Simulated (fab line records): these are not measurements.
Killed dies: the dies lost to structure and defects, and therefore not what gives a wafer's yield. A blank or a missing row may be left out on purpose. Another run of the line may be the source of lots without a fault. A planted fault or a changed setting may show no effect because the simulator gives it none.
Which of the tools did it? | flow gf180mcu | 14 lots, 42 wafers sampled, at 5 steps of a route of 602

== WHAT THE GAUGES READ, wafer by wafer ==
GF_M3_CD_MEAS_14 targets a cd of 280 nm.
lot  | measured     | on        | cd_nm (nm)
L613 | day 21 17:05 | cd_sem-01 | 281.2 280.9 281.3
L614 | day 22 04:41 | cd_sem-02 | 278.0 277.1 276.3
L615 | day 22 08:29 | cd_sem-02 | 279.8 280.1 279.5
L616 | day 22 19:24 | cd_sem-01 | 279.6 280.0 280.4
L617 | day 23 00:58 | cd_sem-01 | 278.4 280.2 278.9
L618 | day 23 11:40 | cd_sem-01 | 280.5 281.2 280.6
L619 | day 23 17:25 | cd_sem-02 | 281.4 280.0 282.5
L620 | day 23 21:49 | cd_sem-01 | 279.0 279.9 279.7
L622 | day 24 19:04 | cd_sem-02 | 278.8 278.3 279.1
L626 | day 26 02:08 | cd_sem-02 | 281.0 280.2 279.6
L628 | day 26 12:38 | cd_sem-02 | 269.1 244.1 178.9
L629 | day 26 19:52 | cd_sem-02 | 264.1 241.7 237.5
L631 | day 27 09:37 | cd_sem-02 | 280.4 280.4 280.9
L632 | day 27 21:17 | cd_sem-01 | 282.5 282.2 281.2

== WHAT TOOL EACH LOT RAN ON (gives the tool, then ch and the chambers of the sampled wafers, and finally the start) ==
lot  | GF_M3_SPUTTER_00             | GF_M3_SPUTTER_01             | GF_M3_SPUTTER_04             | GF_M3_EXPOSE_11
L613 | pvd_sputter-04, day 20 16:35 | pvd_sputter-04, day 20 16:41 | pvd_sputter-04, day 20 16:47 | krf_scanner-01 ch 0, day 21 05:22
L614 | pvd_sputter-01, day 21 04:53 | pvd_sputter-01, day 21 04:59 | pvd_sputter-01, day 21 05:04 | krf_scanner-02 ch 0, day 21 16:59
L615 | pvd_sputter-03, day 21 08:37 | pvd_sputter-03, day 21 08:43 | pvd_sputter-03, day 21 08:48 | krf_scanner-02 ch 0, day 21 20:47
L616 | pvd_sputter-01, day 21 19:49 | pvd_sputter-01, day 21 19:55 | pvd_sputter-01, day 21 20:00 | krf_scanner-02 ch 0, day 22 08:05
L617 | pvd_sputter-04, day 22 01:35 | pvd_sputter-04, day 22 01:41 | pvd_sputter-04, day 22 01:46 | krf_scanner-01 ch 0, day 22 13:33
L618 | pvd_sputter-03, day 22 12:11 | pvd_sputter-03, day 22 12:17 | pvd_sputter-03, day 22 12:22 | krf_scanner-02 ch 0, day 23 00:31
L619 | pvd_sputter-01, day 22 18:07 | pvd_sputter-01, day 22 18:13 | pvd_sputter-01, day 22 18:17 | krf_scanner-02 ch 0, day 23 06:14
L620 | pvd_sputter-03, day 22 23:02 | pvd_sputter-03, day 22 23:08 | pvd_sputter-03, day 22 23:13 | krf_scanner-02 ch 0, day 23 11:01
L622 | pvd_sputter-01, day 23 20:52 | pvd_sputter-01, day 23 20:58 | pvd_sputter-01, day 23 21:03 | krf_scanner-01 ch 0, day 24 08:21
L626 | pvd_sputter-03, day 25 04:34 | pvd_sputter-03, day 25 04:40 | pvd_sputter-03, day 25 04:45 | krf_scanner-02 ch 0, day 25 15:47
L628 | pvd_sputter-03, day 25 14:52 | pvd_sputter-03, day 25 14:58 | pvd_sputter-03, day 25 15:03 | krf_scanner-02 ch 0, day 26 02:10
L629 | pvd_sputter-04, day 25 22:41 | pvd_sputter-04, day 25 22:47 | pvd_sputter-04, day 25 22:52 | krf_scanner-02 ch 0, day 26 09:49
L631 | pvd_sputter-01, day 26 13:25 | pvd_sputter-01, day 26 13:31 | pvd_sputter-01, day 26 13:35 | krf_scanner-01 ch 0, day 26 23:50
L632 | pvd_sputter-03, day 27 00:46 | pvd_sputter-03, day 27 00:52 | pvd_sputter-03, day 27 00:57 | krf_scanner-01 ch 0, day 27 11:23
- GF_M3_SPUTTER_00: material Ti, target thk 37.5 nm, time 150 s.
- GF_M3_SPUTTER_01: material TiN, target thk 30 nm, time 25 s.
- GF_M3_SPUTTER_04: material TiN, target thk 50 nm, time 41.7 s.
- GF_M3_EXPOSE_11: exposes mask Metal3, target cd 280 nm.

== WHAT THE TOOLS THEMSELVES READ (means of the sampled wafers that have a number; where no wafer has one, the mark that the record gives instead) ==
GF_M3_SPUTTER_00.
lot  | tool           | substrate_temp_c (C) | throttle_valve_pct (%)
L613 | pvd_sputter-04 | 199.99               | 29.8
L614 | pvd_sputter-01 | 200.06               | 30.0
L615 | pvd_sputter-03 | 199.80               | 29.6
L616 | pvd_sputter-01 | 200.09               | 29.6
L617 | pvd_sputter-04 | 200.12               | 30.4
L618 | pvd_sputter-03 | 199.96               | 30.5
L619 | pvd_sputter-01 | 200.19               | 29.7
L620 | pvd_sputter-03 | 200.03               | 30.1
L622 | pvd_sputter-01 | 199.99               | 29.6
L626 | pvd_sputter-03 | 200.13               | 29.9
L628 | pvd_sputter-03 | 200.06               | 29.4
L629 | pvd_sputter-04 | 199.92               | 30.2
L631 | pvd_sputter-01 | 199.99               | 30.0
L632 | pvd_sputter-03 | 199.80               | 29.7

GF_M3_SPUTTER_01.
lot  | tool           | throttle_valve_pct (%)
L613 | pvd_sputter-04 | 29.9
L614 | pvd_sputter-01 | 29.9
L615 | pvd_sputter-03 | 29.7
L616 | pvd_sputter-01 | 29.7
L617 | pvd_sputter-04 | 30.3
L618 | pvd_sputter-03 | 30.7
L619 | pvd_sputter-01 | 29.7
L620 | pvd_sputter-03 | 30.2
L622 | pvd_sputter-01 | 29.9
L626 | pvd_sputter-03 | 29.9
L628 | pvd_sputter-03 | 29.4
L629 | pvd_sputter-04 | 30.2
L631 | pvd_sputter-01 | 29.9
L632 | pvd_sputter-03 | 29.7

GF_M3_SPUTTER_04.
lot  | tool           | throttle_valve_pct (%)
L613 | pvd_sputter-04 | 29.9
L614 | pvd_sputter-01 | 30.1
L615 | pvd_sputter-03 | 29.6
L616 | pvd_sputter-01 | 29.6
L617 | pvd_sputter-04 | 30.3
L618 | pvd_sputter-03 | 30.7
L619 | pvd_sputter-01 | 29.8
L620 | pvd_sputter-03 | 30.1
L622 | pvd_sputter-01 | 30.0
L626 | pvd_sputter-03 | 29.9
L628 | pvd_sputter-03 | 29.4
L629 | pvd_sputter-04 | 29.9
L631 | pvd_sputter-01 | 30.0
L632 | pvd_sputter-03 | 29.6

== THE ANSWER, worked out from the rows above alone ==
Rule: what is usual is taken from the lots themselves. The widest of any qualifying gaps counts: lots, ordered by their means at a reading, are off when they make up no more than a third of the lots, leave a main group of 4 or more, and stand apart from it by 3 or more times the standard deviation of that group's means. The tables above print the reading to a certain number of digits; a main group whose means all agree to those digits is not used. A lot without any number at a reading at which 4 lots or more have one is off too. Where the step has rows for the other lots, those lots are counted as sound. First the gauges in route order, then the tools' own readings, where a lot's mean is used as printed above. The first step at which some lot is off is used, and at that step the reading that is off furthest; a lot without a number counts as furthest.
Off: L628, L629 (GF_M3_CD_MEAS_14, cd_nm). Main group: mean 280.0 nm, sd 1.2.
If a tool, at a process step before that reading, ran all the lots that are off and no sound lot after the first of them, it fits. The gauges at GF_M3_CD_MEAS_14 are tried like those tools. One fits: GF_M3_EXPOSE_11 on krf_scanner-02. A fault onset in the window from L626 (day 25 15:47, its last sound lot) to L628 (day 26 02:10, its first lot off) fits.

== WHAT THE SIMULATOR HAD INSERTED ==
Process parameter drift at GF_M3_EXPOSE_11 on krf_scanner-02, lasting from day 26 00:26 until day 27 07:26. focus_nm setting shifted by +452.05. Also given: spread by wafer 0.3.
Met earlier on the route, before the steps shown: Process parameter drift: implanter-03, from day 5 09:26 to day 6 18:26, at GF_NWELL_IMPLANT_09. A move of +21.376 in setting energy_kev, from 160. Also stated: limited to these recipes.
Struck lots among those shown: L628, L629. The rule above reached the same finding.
